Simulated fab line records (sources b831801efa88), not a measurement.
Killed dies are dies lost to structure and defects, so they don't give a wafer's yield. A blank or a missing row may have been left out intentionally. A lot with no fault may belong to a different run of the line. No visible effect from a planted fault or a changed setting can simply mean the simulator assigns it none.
Which tool was responsible?    flow sky130    14 lots, 42 wafers sampled, at 3 steps of a route of 708

== WHAT THE GAUGES READ, wafer by wafer ==
SKY_GATE_OXIDE_TW_MEAS_14.
lot   measured      on             GATE_OXIDE_TW
L664  day 13 17:06  film metro-03  224.3 224.6 224.2
L665  day 13 23:40  film metro-03  224.2 225.4 224.7
L666  day 14 11:43  film metro-02  226.7 224.1 224.7
L667  day 15 01:13  film metro-04  223.3 223.4 224.5
L668  day 15 11:16  film metro-02  223.3 223.6 222.8
L669  day 15 14:22  film metro-03  223.4 223.7 224.9
L670  day 16 00:16  film metro-03  225.8 225.6 224.8
L674  day 17 06:37  film metro-02  223.4 225.3 225.0
L675  day 17 16:25  film metro-02  224.3 224.2 225.4
L682  day 20 11:19  film metro-03  226.1 226.4 224.3
L684  day 21 03:36  film metro-03  223.5 224.6 223.2
L685  day 21 06:33  film metro-02  224.6 224.5 223.4
L686  day 21 17:44  film metro-02  224.5 224.1 223.8
L687  day 21 21:28  film metro-04  225.1 225.2 225.6

SKY_POLY_GATE_THK_MEAS_01.
lot   measured      on             POLY_GATE_CVD_00_THK (nm)
L664  day 13 21:01  film metro-04  175.4 175.1 176.4
L665  day 14 02:42  film metro-04  178.4 177.8 178.8
L666  day 14 14:34  film metro-01  180.7 179.6 180.7
L667  day 15 04:34  film metro-01  178.9 177.6 177.6
L668  day 15 15:34  film metro-01  177.9 177.4 177.8
L669  day 15 18:17  film metro-01  177.3 178.1 178.3
L670  day 16 04:45  film metro-03  180.0 179.6 178.2
L674  day 17 09:27  film metro-04  175.8 176.2 177.4
L675  day 17 20:22  film metro-01  180.4 180.4 180.7
L682  day 20 14:10  film metro-01  181.8 181.4 181.4
L684  day 21 06:27  film metro-04  177.3 178.0 176.3
L685  day 21 09:46  film metro-04  179.3 180.7 179.9
L686  day 21 21:27  film metro-03  177.4 179.0 177.8
L687  day 22 00:20  film metro-01  176.5 178.3 177.8

SKY_POLY_GATE_THK_MEAS_21.
lot   measured      on             POLY_GATE_OXIDATION_THK (nm)
L664  day 16 07:40  film metro-03  4.04 3.99 4.01
L665  day 16 16:31  film metro-04  3.94 3.99 3.97
L666  day 17 02:12  film metro-03  3.99 3.97 3.97
L667  day 17 17:34  film metro-01  4.14 4.12 4.15
L668  day 18 04:23  film metro-03  3.96 4.10 4.00
L669  day 18 09:53  film metro-01  3.82 3.86 3.94
L670  day 18 19:53  film metro-01  3.97 4.09 4.02
L674  day 20 02:08  film metro-01  3.96 4.07 4.05
L675  day 20 14:56  film metro-01  3.99 3.86 3.98
L682  day 23 06:50  film metro-03  3.90 3.97 3.88
L684  day 23 22:44  film metro-03  3.81 3.91 3.79
L685  day 24 01:13  film metro-01  3.90 3.99 3.88
L686  day 24 13:28  film metro-04  3.90 3.97 3.89
L687  day 24 16:59  film metro-04  3.97 4.08 4.07

== TOOL THAT RAN EACH LOT (tool first, then ch and the chambers of the sampled wafers, then the start) ==
Before these readings, the record contains no process step.

== AS READ BY THE TOOLS THEMSELVES (means over the sampled wafers that have a number; for cases with no such wafer, the mark the record gives instead) ==
The record holds no such reading with a usual standard deviation.

== THE ANSWER, worked out from the rows above alone ==
Rule: the usual values come from the lots themselves. The widest of any qualifying gaps counts: lots, ordered by their means at a reading, are off when they make up no more than a third of the lots, leave a main group of 4 or more, and stand apart from it by 3 or more times the standard deviation of that group's means. A main group whose means are all the same, to the digits that the tables above print for the reading, isn't used. A lot without any number at a reading at which 4 lots or more have one is off too. All remaining lots with rows at the step are treated as sound. First the gauges in route order, then the tools' own readings, where a lot's mean is used as printed above. At the first step where some lot is off, the reading lying furthest off is the one used; lots without a number count as furthest.
No lot is off on any of the readings shown, so nothing can be concluded from this.

== WHAT THE SIMULATOR HAD INSERTED ==
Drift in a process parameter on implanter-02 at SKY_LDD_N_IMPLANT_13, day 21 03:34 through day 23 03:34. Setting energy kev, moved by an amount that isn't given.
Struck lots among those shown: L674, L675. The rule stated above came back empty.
